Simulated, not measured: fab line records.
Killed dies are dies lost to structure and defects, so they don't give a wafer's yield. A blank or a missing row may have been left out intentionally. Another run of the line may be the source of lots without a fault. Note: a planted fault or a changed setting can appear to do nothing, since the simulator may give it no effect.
What tool caused it? | flow sky130 | 14 lots with 42 wafers sampled at 4 steps, on a route of 708 steps

## WHAT EACH GAUGE READ, for each wafer
The record lacks any reading of a measuring or inspecting step that a usual standard deviation could be used to judge.

## WHICH TOOL RAN EACH LOT (tool, then ch and the chambers of the sampled wafers, then the start)
lot  | SKY_CAPM_SPUTTER_02          | SKY_CAPM_METAL_ETCH_13            | SKY_CAPM_STRIP_14                    | SKY_METAL3_EXPOSE_10
L963 | pvd sputter-02, day 37 00:50 | rie metal-04 ch 0,1, day 38 02:53 | plasma asher-04 ch 0,1, day 38 02:59 | krf scanner-01 ch 0, day 38 16:25
L964 | pvd sputter-02, day 37 04:23 | rie metal-01 ch 0,1, day 38 06:47 | plasma asher-04 ch 0,1, day 38 06:52 | krf scanner-02 ch 0, day 38 20:40
L965 | pvd sputter-01, day 37 14:16 | rie metal-01 ch 1, day 38 15:55   | plasma asher-04 ch 0,1, day 38 15:59 | krf scanner-02 ch 0, day 39 05:28
L967 | pvd sputter-03, day 38 11:18 | rie metal-01 ch 0,1, day 39 11:31 | plasma asher-04 ch 0,1, day 39 11:35 | krf scanner-02 ch 0, day 40 00:34
L966 | pvd sputter-01, day 38 13:28 | rie metal-03 ch 0,1, day 39 13:20 | plasma asher-04 ch 0,1, day 39 13:25 | krf scanner-01 ch 0, day 40 03:38
L969 | pvd sputter-02, day 39 06:51 | rie metal-01 ch 0,1, day 40 07:37 | plasma asher-03 ch 0,1, day 40 07:43 | krf scanner-01 ch 0, day 40 20:27
L976 | pvd sputter-01, day 41 01:53 | rie metal-01 ch 0,1, day 42 02:17 | plasma asher-03 ch 0,1, day 42 02:22 | krf scanner-02, day 42 14:31
L977 | pvd sputter-01, day 41 13:06 | rie metal-04 ch 0,1, day 42 13:44 | plasma asher-04 ch 0,1, day 42 13:49 | krf scanner-02, day 43 02:18
L980 | pvd sputter-01, day 42 02:16 | rie metal-03 ch 0,1, day 43 01:32 | plasma asher-03 ch 0,1, day 43 01:37 | krf scanner-02 ch 0, day 43 13:53
L981 | pvd sputter-03, day 42 10:59 | rie metal-04 ch 1, day 43 10:23   | plasma asher-01 ch 0,1, day 43 10:28 | krf scanner-02 ch 0, day 43 21:43
L982 | pvd sputter-01, day 42 13:34 | rie metal-01 ch 0,1, day 43 12:41 | plasma asher-03 ch 0, day 43 12:46   | krf scanner-02 ch 0, day 44 00:54
L983 | pvd sputter-02, day 42 20:02 | rie metal-04 ch 0,1, day 43 18:38 | plasma asher-01 ch 0,1, day 43 18:43 | krf scanner-01 ch 0, day 44 07:55
L984 | pvd sputter-01, day 43 04:44 | rie metal-01 ch 0,1, day 44 03:25 | plasma asher-04 ch 0,1, day 44 03:29 | krf scanner-02 ch 0, day 44 15:25
L985 | pvd sputter-03, day 43 10:24 | rie metal-01 ch 0,1, day 44 09:44 | plasma asher-03 ch 0,1, day 44 09:49 | krf scanner-02 ch 0, day 44 21:16
- SKY_CAPM_SPUTTER_02: material TiN, target thk 200 nm, time 166.7 s.
- SKY_CAPM_METAL_ETCH_13: etches TiN in Cl2/BCl3, stops on SiO2, target depth 220 nm, time 62.9 s.
- SKY_CAPM_STRIP_14: strips in O2/N2.
- SKY_METAL3_EXPOSE_10: exposes mask MM3, target cd 300 nm.

## AS READ BY THE TOOLS THEMSELVES (means over the sampled wafers that have a number; for cases with no such wafer, the mark the record gives instead)
SKY_CAPM_SPUTTER_02.
lot  | tool           | throttle valve pct (%)
L963 | pvd sputter-02 | 29.3
L964 | pvd sputter-02 | 30.2
L965 | pvd sputter-01 | 29.7
L967 | pvd sputter-03 | 29.5
L966 | pvd sputter-01 | 28.3
L969 | pvd sputter-02 | 29.4
L976 | pvd sputter-01 | 29.5
L977 | pvd sputter-01 | 28.8
L980 | pvd sputter-01 | 29.3
L981 | pvd sputter-03 | 30.2
L982 | pvd sputter-01 | 29.2
L983 | pvd sputter-02 | 30.1
L984 | pvd sputter-01 | 29.0
L985 | pvd sputter-03 | 30.0

SKY_CAPM_METAL_ETCH_13.
lot  | tool         | drypump motor current A (A) | oes product au (a.u.) | throttle valve pct (%)
L963 | rie metal-04 | 6.14                        | 0.952                 | 21.906
L964 | rie metal-01 | 5.70                        | 0.950                 | 21.890
L965 | rie metal-01 | 5.63                        | 0.967                 | 21.890
L967 | rie metal-01 | 5.74                        | 0.950                 | 21.890
L966 | rie metal-03 | 6.15                        | 0.958                 | 21.882
L969 | rie metal-01 | 5.76                        | 0.949                 | 21.896
L976 | rie metal-01 | 5.77                        | 0.953                 | 21.890
L977 | rie metal-04 | 6.18                        | 0.957                 | 21.890
L980 | rie metal-03 | 6.13                        | 0.957                 | 21.898
L981 | rie metal-04 | 6.32                        | 0.939                 | 21.894
L982 | rie metal-01 | 5.74                        | 0.960                 | 21.896
L983 | rie metal-04 | 6.00                        | 0.960                 | 21.886
L984 | rie metal-01 | 5.70                        | 0.970                 | 21.881
L985 | rie metal-01 | 5.70                        | 0.958                 | 21.884

SKY_CAPM_STRIP_14.
lot  | tool            | drypump motor current A (A) | oes product au (a.u.) | strip time to endpoint s (s)
L963 | plasma asher-04 | 5.4                         | 0.717                 | 12.80
L964 | plasma asher-04 | 5.6                         | 0.712                 | 12.79
L965 | plasma asher-04 | 5.4                         | 0.713                 | 12.72
L967 | plasma asher-04 | 5.6                         | 0.710                 | 12.82
L966 | plasma asher-04 | 5.4                         | 0.708                 | 12.76
L969 | plasma asher-03 | 6.0                         | 0.714                 | 12.80
L976 | plasma asher-03 | 6.0                         | 0.709                 | 12.74
L977 | plasma asher-04 | 5.5                         | 0.713                 | 12.80
L980 | plasma asher-03 | 6.0                         | 0.705                 | 12.77
L981 | plasma asher-01 | 5.6                         | 0.715                 | 12.79
L982 | plasma asher-03 | 6.0                         | 0.711                 | 12.71
L983 | plasma asher-01 | 5.9                         | 0.714                 | 12.82
L984 | plasma asher-04 | 5.4                         | 0.711                 | 12.77
L985 | plasma asher-03 | 6.0                         | 0.714                 | 12.80

SKY_METAL3_EXPOSE_10.
lot  | tool           | exposure dose mJ cm2 | focus offset nm (nm) | stage vel mm s (mm/s)
L963 | krf scanner-01 | 27.984               | -0.2                 | 500.23
L964 | krf scanner-02 | 28.023               | -0.4                 | 500.42
L965 | krf scanner-02 | 27.949               | 0.4                  | 499.58
L967 | krf scanner-02 | 27.986               | -0.3                 | 500.06
L966 | krf scanner-01 | 27.969               | 0.7                  | 499.99
L969 | krf scanner-01 | 27.995               | -0.2                 | 500.02
L976 | krf scanner-02 | -                    | -                    | -
L977 | krf scanner-02 | -                    | -                    | -
L980 | krf scanner-02 | 27.982               | 0.3                  | 499.98
L981 | krf scanner-02 | 27.994               | -0.5                 | 500.16
L982 | krf scanner-02 | 27.984               | 0.8                  | 500.04
L983 | krf scanner-01 | 27.973               | 0.2                  | 500.16
L984 | krf scanner-02 | 28.030               | -0.5                 | 500.13
L985 | krf scanner-02 | 28.032               | -0.0                 | 500.07

## THE ANSWER, worked out from the rows above alone
Rule: the lots themselves supply what counts as usual. The widest of any qualifying gaps counts: lots, ordered by their means at a reading, are off when they make up no more than a third of the lots, leave a main group of 4 or more, and stand apart from it by 3 or more times the standard deviation of that group's means. A main group whose means are all the same, to the digits that the tables above print for the reading, isn't used. Also off: a lot with no number at a reading for which 4 or more lots have one. Any other lot the step has rows for is counted as sound. After the gauges, taken in route order, come the tools' own readings; for these a lot's mean is taken, as printed above. At the first step where some lot is off, the reading lying furthest off is the one used; lots without a number count as furthest.
Off: L976, L977 (SKY_METAL3_EXPOSE_10, exposure dose mJ cm2). Without a number there: L976, L977. Main group: mean 27.992, sd 0.024.
A tool fits if, at that step or a process step before it, it ran every lot that is off, and no sound lot after the first of them. Of those tried, none fits.

## WHAT THE SIMULATOR PUT IN
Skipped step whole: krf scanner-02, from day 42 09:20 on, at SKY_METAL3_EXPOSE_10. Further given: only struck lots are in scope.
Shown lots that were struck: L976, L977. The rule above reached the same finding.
